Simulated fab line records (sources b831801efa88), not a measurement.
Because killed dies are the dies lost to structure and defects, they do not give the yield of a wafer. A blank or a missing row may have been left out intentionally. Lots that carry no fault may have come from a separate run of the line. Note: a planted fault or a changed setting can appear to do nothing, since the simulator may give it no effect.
One fault through the eyes of 2 desks :: flow gf180mcu :: only its own numbers are on each desk; what lay behind them is given at the end

THE METROLOGY DESK
What the gauges read for every lot (on any tool): the sampled wafers with a number, averaged. Marked OUT: a lot whose mean sits more than 4 standard deviations from the usual mean, which makes it out of limits; the brackets give that distance.
Columns: A = SALICIDE_TIN_RS at GF_SALICIDE_RS_MEAS_04, usual 16.3 ohm/sq; B = CONTACT_W_THK at GF_CONTACT_THK_MEAS_26, usual 295 nm
lot: L158
first seen here: day 15 09:52
A: 16.0
B: 293

lot: L159
first seen here: day 15 20:47
A: 16.1
B: 294

lot: L160
first seen here: day 15 22:58
A: 16.5
B: 300

lot: L171
first seen here: day 20 07:22
A: 16.5
B: 292

lot: L173
first seen here: day 21 09:44
A: 15.9
B: 291

lot: L174
first seen here: day 21 20:00
A: 16.3
B: 296

lot: L175
first seen here: day 21 20:22
A: 16.0
B: 294

lot: L177
first seen here: day 22 08:25
A: 16.5
B: 295

lot: L178
first seen here: day 22 17:01
A: 16.4
B: 296

lot: L179
first seen here: day 23 04:10
A: 16.5
B: 299

lot: L180
first seen here: day 23 07:32
A: 16.0
B: 296
This desk's verdict: no lot among the 11 shows anything out of limits.

DESK OF THE TOOL OWNER: wet_bench-01
The tool's own readings at GF_SAB_WET_ETCH_12 (etches SiO2 in dHF, target depth 22 nm, time 440 s): means of the sampled wafers that have a number, for each lot that ran on this tool. Marked OUT: a lot whose mean sits more than 4 standard deviations from the usual mean, which makes it out of limits; the brackets give that distance.
Columns: A = bath_heat_duty_pct at GF_SAB_WET_ETCH_12, usual 6.4 %; B = run_length_s at GF_SAB_WET_ETCH_12, usual 467 s
lot: L158
first seen here: day 15 09:29
A: 7.3
B: 467

lot: L160
first seen here: day 15 22:32
A: 6.3
B: 466

lot: L173
first seen here: day 21 09:21
A: 6.4
B: 464

lot: L177
first seen here: day 22 08:02
A: 6.3
B: 466

lot: L178
first seen here: day 22 16:38
A: 7.2
B: 466

lot: L179
first seen here: day 23 03:44
A: 6.4
B: 473
This desk's verdict: no lot among the 6 shows anything out of limits.

BROUGHT TOGETHER
From the metrology desk's view, nothing was out of limits.
Nothing out of limits was seen by the tool owner's desk.

WHAT THE SIMULATOR PUT IN
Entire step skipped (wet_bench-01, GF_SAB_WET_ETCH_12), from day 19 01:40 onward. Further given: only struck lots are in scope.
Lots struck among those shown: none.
